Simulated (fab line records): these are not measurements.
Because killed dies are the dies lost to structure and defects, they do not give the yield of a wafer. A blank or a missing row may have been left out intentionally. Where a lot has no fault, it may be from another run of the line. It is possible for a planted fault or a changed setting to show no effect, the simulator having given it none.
Which tool was responsible?    flow sky130    18 wafers sampled from 6 lots at 1 step of a route of 708

== WHAT THE GAUGES SHOWED, per wafer ==
SKY_LDD_HVN_OVL_MEAS_07.
lot   measured      on          LDD_HVN_OVL (nm)
L811  day 20 21:30  overlay-02  0.6 0.1 -0.8
L817  day 23 05:26  overlay-01  1.0 -0.9 -0.5
L820  day 24 01:21  overlay-02  -0.6 0.0 -1.0
L821  day 24 17:03  overlay-01  -0.5 1.3 0.5
L833  day 29 01:08  overlay-02  -0.8 -0.5 -1.0
L831  day 29 03:20  overlay-02  -0.8 -1.5 0.2

== EACH LOT AND THE TOOL THAT RAN IT (in order: tool; ch and the chambers of the sampled wafers; start) ==
There is no process step in the record ahead of these readings.

== THE ANSWER, worked out from the rows above alone ==
Rule: the lots themselves supply what counts as usual. The widest of any qualifying gaps counts: lots, ordered by their means at a reading, are off when they make up no more than a third of the lots, leave a main group of 4 or more, and stand apart from it by 3 or more times the standard deviation of that group's means. A main group is skipped when, at the precision printed for the reading in the tables above, its means are all equal. Also off: a lot with no number at a reading for which 4 or more lots have one. The other lots that the step has rows for count as sound.
No lot is off at any reading shown: from this, nothing can be told.

== WHAT HAD BEEN PUT IN BY THE SIMULATOR ==
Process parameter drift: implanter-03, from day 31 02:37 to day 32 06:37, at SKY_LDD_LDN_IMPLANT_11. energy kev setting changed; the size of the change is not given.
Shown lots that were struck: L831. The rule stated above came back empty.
